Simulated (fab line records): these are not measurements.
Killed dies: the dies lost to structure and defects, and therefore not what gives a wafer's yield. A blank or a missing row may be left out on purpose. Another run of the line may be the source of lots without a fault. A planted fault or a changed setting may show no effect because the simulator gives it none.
Problem report, 8D (eight disciplines) form, completed by code || flow gf180mcu || the parts of the form that need people (team, actions taken, sign-off) are left out

1. WHAT IS WRONG
Mean MVSD_RS at GF_VT_IMPLANT_RS_MEAS_46: 472.8 ohm/sq over 9 wafers in 3 lots; fault-free wafers: 457.2 ohm/sq, standard deviation 1.2. That is +13 standard deviations from the usual mean.
The step: measures by four-point-probe.
First observed at day 9 11:02: wafer L306.2, on film metro-01. Wafers with a number at this step in the record: 39, from 13 lots. The rule behind "out" and "out of limits": a value lying over 4 standard deviations away from the usual mean. Any other wafer with a number is counted as sound.

2. WHAT IT IS; WHAT IT IS NOT
{"question": "which readings at this step", "is": "MVSD_RS", "is not": "-"}
{"question": "which lots", "is": "L306, L309, L310", "is not": "L301, L302, L305, L314, L315, L316, L317, L318, L322, L324"}
{"question": "which wafers of those lots", "is": "all that have a number", "is not": "-"}
{"question": "read on which gauges", "is": "film metro-01, film metro-02", "is not": "film metro-03"}
{"question": "when", "is": "from day 9 11:02", "is not": "up to then (9 sound wafers); but 21 sound wafers of L314, L315, L316, L317, L318, L322, L324 came after"}

3. WHAT RULES OUT EACH SUSPECT
Counting: a tool at any process step up to the reading remains a suspect when it ran all the lots that are out and ran no sound lot after the first of those.
- ruled out: the gauge at GF_VT_IMPLANT_RS_MEAS_46. Those wafers that are out were read across 2 gauges (film metro-01, film metro-02).
- implanter-01 at GF_MVSD_IMPLANT_09: kept. It processed each lot that is out, first L306 at day 6 04:34, and no sound lot thereafter; up to then, the last sound lot it processed was L302 at day 5 05:51. Its own dose ions cm2, faraday current uA readings are out on those wafers.
Left after counting: implanter-01 at GF_MVSD_IMPLANT_09.

4. THE CAUSE (what the simulator had put in)
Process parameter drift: implanter-01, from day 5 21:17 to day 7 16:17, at GF_MVSD_IMPLANT_09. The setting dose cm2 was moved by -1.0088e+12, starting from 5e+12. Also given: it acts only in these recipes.
Counting left only this tool.

5. THE CHAIN OF EFFECTS, in route order
Each row: a reading whose mean over the struck wafers that have a number lies more than 3 standard deviations from the usual. Readings are gone through only where the record gives a usual standard deviation; hours: the median, over the lots, of the time from a lot's start at the first step in this table giving one to that lot's start at this step; sigmas: the change measured in usual standard deviations.
{"hours": 0, "step": "GF_MVSD_IMPLANT_09", "reading": "dose ions cm2", "usual": 5e+12, "on struck wafers": 4e+12, "change": -1e+12, "sigmas": "-99 or more"}
{"hours": 0, "step": "GF_MVSD_IMPLANT_09", "reading": "faraday current uA", "usual": 28.2, "on struck wafers": 22.5, "change": -5.7, "sigmas": -12}
{"hours": 80, "step": "GF_VT_IMPLANT_RS_MEAS_46", "reading": "MVSD_RS", "usual": "457.2 ohm/sq", "on struck wafers": 472.8, "change": "+15.6", "sigmas": "+13"}
The process steps in it:
- GF_MVSD_IMPLANT_09
Later steps that measure or inspect, where all struck wafers having a row at the step show a number for every such reading and not one has moved that far: GF_POLY_GATE_THK_MEAS_01, GF_SAB_OVL_MEAS_10.

6. WHAT WOULD HAVE CAUGHT IT SOONER
In this record the first reading out of limits at a measuring or inspecting step was taken at day 9 11:02, 86 hours after the fault began at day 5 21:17.
Tool's own readings at GF_MVSD_IMPLANT_09, dose ions cm2, faraday current uA: out on all struck wafers the step has rows for; an alarm limit on them would have tripped on the first.
By day 9 11:02, every lot that is out (3) had started GF_MVSD_IMPLANT_09 on implanter-01. Holding the tool at that point would not have protected any of them.
